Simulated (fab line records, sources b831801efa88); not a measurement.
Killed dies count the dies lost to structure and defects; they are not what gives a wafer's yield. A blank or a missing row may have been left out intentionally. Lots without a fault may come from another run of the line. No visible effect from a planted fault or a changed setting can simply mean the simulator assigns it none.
Chamber matching / flow gf180mcu / rie-si-02 running GF_STI_ETCH_14: 4 sister chambers
The step etches Si in HBr/Cl2/O2, target depth 360 nm, time 102.9 s. 8 wafers are shown with their chamber, then 7 later ones without.

WAFERS PAIRED WITH THEIR CHAMBERS
wafer=L275.4; chamber=2; drypump-motor-current-A (A)=6.2; throttle-valve-pct (%)=25.664
wafer=L278.4; chamber=3; drypump-motor-current-A (A)=5.1; throttle-valve-pct (%)=25.662
wafer=L278.5; chamber=1; drypump-motor-current-A (A)=5.8; throttle-valve-pct (%)=25.676
wafer=L285.4; chamber=0; drypump-motor-current-A (A)=5.5; throttle-valve-pct (%)=25.653
wafer=L285.5; chamber=2; drypump-motor-current-A (A)=6.2; throttle-valve-pct (%)=25.633
wafer=L285.6; chamber=1; drypump-motor-current-A (A)=5.8; throttle-valve-pct (%)=25.668
wafer=L287.1; chamber=0; drypump-motor-current-A (A)=5.6; throttle-valve-pct (%)=25.661
wafer=L287.3; chamber=3; drypump-motor-current-A (A)=5.1; throttle-valve-pct (%)=25.649

WAFERS WITH NO CHAMBER GIVEN
wafer=L287.6; drypump-motor-current-A (A)=5.1; throttle-valve-pct (%)=25.657
wafer=L288.2; drypump-motor-current-A (A)=5.0; throttle-valve-pct (%)=25.666
wafer=L288.3; drypump-motor-current-A (A)=5.6; throttle-valve-pct (%)=25.662
wafer=L288.6; drypump-motor-current-A (A)=5.5; throttle-valve-pct (%)=25.648
wafer=L289.2; drypump-motor-current-A (A)=5.8; throttle-valve-pct (%)=25.677
wafer=L289.4; drypump-motor-current-A (A)=5.0; throttle-valve-pct (%)=25.656
wafer=L289.5; drypump-motor-current-A (A)=5.6; throttle-valve-pct (%)=25.662

THE CHAMBER EACH PASSED THROUGH
wafer=L287.6; from the rows above=3; in truth=3
wafer=L288.2; from the rows above=3; in truth=3
wafer=L288.3; from the rows above=0; in truth=0
wafer=L288.6; from the rows above=0; in truth=0
wafer=L289.2; from the rows above=1; in truth=1
wafer=L289.4; from the rows above=3; in truth=3
wafer=L289.5; from the rows above=0; in truth=0
Correctly placed: 7 of 7. Can't be placed from these rows: 0. 0 placed wrongly.
How it was worked out, from the rows above alone: a wafer's distance from a chamber is the root of the sum, over the readings, of the square of ((its reading less the chamber's mean) divided by the reading's scatter). The wafer belongs to the nearest chamber; if the next one is less than 2 further off, it can't be placed. For every chamber, the mean is computed from those of its wafers that are shown. The scatter is the square root of a quotient: the sum, over the shown wafers, of each reading's squared deviation from its chamber's mean, divided by wafers minus chambers.
